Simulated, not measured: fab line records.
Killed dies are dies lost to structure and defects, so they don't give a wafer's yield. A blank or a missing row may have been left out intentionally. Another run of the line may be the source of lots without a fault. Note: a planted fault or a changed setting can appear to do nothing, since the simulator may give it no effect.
Which tool is to blame?	flow sky130	24 lots with 72 wafers sampled at 4 steps, on a route of 708 steps

## WHAT THE GAUGES SHOWED, per wafer
SKY_FIELD_ISO_BOW_MEAS_00.
lot	measured	on	INCOMING_BOW (um)
L074	day 1 10:00	film metro-03	-7 8 0
L075	day 1 15:01	film metro-03	6 -6 -7
L076	day 1 20:00	film metro-04	4 -1 15
L077	day 2 01:04	film metro-02	-8 -9 3
L078	day 2 06:00	film metro-03	-20 -8 3
L079	day 2 11:00	film metro-02	-3 18 3
L080	day 2 16:00	film metro-02	-1 -3 5
L081	day 2 21:01	film metro-02	0 3 0
L082	day 3 02:01	film metro-03	3 -11 11
L083	day 3 07:00	film metro-02	3 2 3
L084	day 3 12:00	film metro-03	4 3 -8
L085	day 3 17:04	film metro-03	-3 5 -4
L086	day 3 22:00	film metro-02	-6 0 9
L087	day 4 03:01	film metro-03	4 -12 -3
L088	day 4 08:01	film metro-02	3 13 -1
L089	day 4 13:00	film metro-04	4 10 -5
L090	day 4 18:00	film metro-02	-4 7 0
L091	day 4 23:00	film metro-04	-3 1 3
L092	day 5 04:01	film metro-03	6 -4 -3
L093	day 5 09:01	film metro-04	-7 6 -1
L094	day 5 14:00	film metro-04	7 -7 -4
L095	day 5 19:02	film metro-04	-9 -1 1
L096	day 6 00:01	film metro-03	-4 9 -11
L097	day 6 05:00	film metro-04	-10 -3 -1

SKY_PWDE_TW_MEAS_10.
lot	measured	on	PWDE_TW
L074	day 3 20:53	film metro-04	374.5 375.8 375.2
L075	day 4 02:56	film metro-04	371.7 372.3 373.4
L076	day 4 16:35	film metro-03	372.9 374.8 372.4
L077	day 5 01:22	film metro-04	372.0 372.9 374.4
L078	day 5 20:50	film metro-03	374.1 373.1 373.9
L079	day 5 21:05	film metro-04	374.4 373.8 373.6
L080	day 6 03:53	film metro-01	376.1 375.1 375.8
L081	day 6 04:26	film metro-01	372.4 375.8 374.7
L082	day 6 04:15	film metro-04	373.1 373.5 373.6
L083	day 6 08:55	film metro-03	375.6 375.8 376.7
L084	day 6 08:44	film metro-01	373.3 372.4 374.3
L085	day 6 13:01	film metro-01	373.1 374.7 375.1
L086	day 7 01:32	film metro-01	371.9 375.5 374.3
L087	day 7 01:54	film metro-01	375.2 374.5 375.2
L088	day 8 00:47	film metro-03	373.7 374.8 375.3
L089	day 7 23:20	film metro-04	374.3 375.2 375.9
L090	day 8 00:29	film metro-01	376.4 375.2 374.7
L091	day 8 13:19	film metro-04	374.5 373.7 374.2
L092	day 8 13:17	film metro-01	377.2 376.4 375.5
L093	day 8 18:59	film metro-04	372.6 373.2 374.1
L094	day 8 19:38	film metro-03	378.0 374.9 376.1
L095	day 9 01:09	film metro-01	373.6 372.9 373.4
L096	day 9 02:44	film metro-01	373.4 373.8 373.1
L097	day 9 10:34	film metro-01	373.5 372.0 373.2

SKY_VT_ADJUST_LVTN_OVL_MEAS_07.
lot	measured	on	VT_ADJUST_LVTN_OVL (nm)
L074	day 6 15:38	overlay-02	1.0 1.5 -0.1
L075	day 6 21:01	overlay-01	0.8 0.8 1.5
L076	day 7 15:29	overlay-02	-0.9 -2.4 0.3
L077	day 8 03:11	overlay-02	0.0 -0.4 2.8
L078	day 9 02:59	overlay-02	0.3 1.4 0.6
L079	day 9 03:56	overlay-02	1.1 -0.3 1.6
L080	day 9 13:14	overlay-01	-0.5 -2.5 -1.9
L081	day 9 14:16	overlay-01	-0.5 2.0 -0.3
L082	day 9 13:50	overlay-01	1.1 1.5 2.4
L083	day 9 17:25	overlay-02	0.6 0.2 0.5
L084	day 9 17:04	overlay-01	-1.4 -1.6 -2.8
L085	day 9 23:14	overlay-02	-1.1 -0.7 -1.4
L086	day 10 13:43	overlay-01	-0.7 -0.6 -0.5
L087	day 10 14:53	overlay-01	-1.0 1.2 0.0
L088	day 11 17:42	overlay-01	1.7 0.6 0.8
L089	day 11 15:22	overlay-01	-0.1 -0.6 3.2
L090	day 11 16:01	overlay-02	-0.5 0.4 -1.3
L091	day 12 08:20	overlay-01	-0.5 0.0 -1.2
L092	day 12 07:13	overlay-01	0.1 0.2 -0.4
L093	day 12 14:53	overlay-02	-0.7 0.4 -1.1
L094	day 12 15:14	overlay-01	0.1 1.2 0.9
L095	day 12 20:45	overlay-01	2.5 1.7 1.6
L096	day 12 23:55	overlay-01	-0.3 -1.1 -1.0
L097	day 13 06:47	overlay-02	2.0 2.1 0.5

SKY_METAL1_OVL_MEAS_16.
lot	measured	on	METAL1_OVL (nm)
L074	day 32 07:37	overlay-02	-4 -9 -1
L075	day 32 09:52	overlay-02	-14 -9 -7
L076	day 33 11:11	overlay-01	-10 -16 -4
L077	day 34 01:26	overlay-02	-6 -7 -9
L078	day 35 10:10	overlay-01	-2 -7 1
L079	day 35 11:24	overlay-02	-2 -6 -11
L080	day 35 19:49	overlay-01	6 2 -5
L081	day 36 04:47	overlay-01	-3 -7 1
L082	day 36 02:37	overlay-01	-4 -8 -16
L083	day 36 05:51	overlay-02	-2 -4 -8
L084	day 36 07:01	overlay-02	-7 -1 -8
L085	day 36 07:41	overlay-02	-5 1 -9
L086	day 37 12:12	overlay-01	-15 -11 0
L087	day 37 09:19	overlay-01	-11 -9 -13
L088	day 38 11:01	overlay-01	-7 -3 -5
L089	day 38 11:55	overlay-02	-6 -4 -7
L090	day 38 08:32	overlay-02	-10 -4 -6
L091	day 38 23:04	overlay-02	-12 -12 -10
L092	day 38 22:25	overlay-02	-11 -3 -1
L093	day 39 05:28	overlay-02	-3 -10 -8
L094	day 39 08:00	overlay-01	-6 -5 -4
L095	day 39 20:28	overlay-01	5 -5 -1
L096	day 39 16:16	overlay-01	-6 -8 -5
L097	day 40 00:09	overlay-02	-4 1 -5

## WHICH TOOL RAN EACH LOT (tool, then ch and the chambers of the sampled wafers, then the start)
Before these readings, the record contains no process step.

## WHAT THE TOOLS THEMSELVES READ (means of the sampled wafers that have a number; where no wafer has one, the mark that the record gives instead)
The record holds no such reading with a usual standard deviation.

## THE ANSWER, worked out from the rows above alone
Rule: the usual values come from the lots themselves. Put in order of their means at a reading, lots are off if they are a third of the lots or fewer, leave a main group of 4 or more, and stand apart from it by a gap of 3 or more times the standard deviation of the main group's means; of several such gaps the widest counts. A main group whose means are all the same, to the digits that the tables above print for the reading, isn't used. Also off: a lot with no number at a reading for which 4 or more lots have one. Where the step has rows for the other lots, those lots are counted as sound. First the gauges in route order, then the tools' own readings, where a lot's mean is used as printed above. The first step at which some lot is off is used, and at that step the reading that is off furthest; a lot without a number counts as furthest.
None of the lots is off at any reading shown; this tells nothing.

## WHAT THE SIMULATOR HAD PUT IN
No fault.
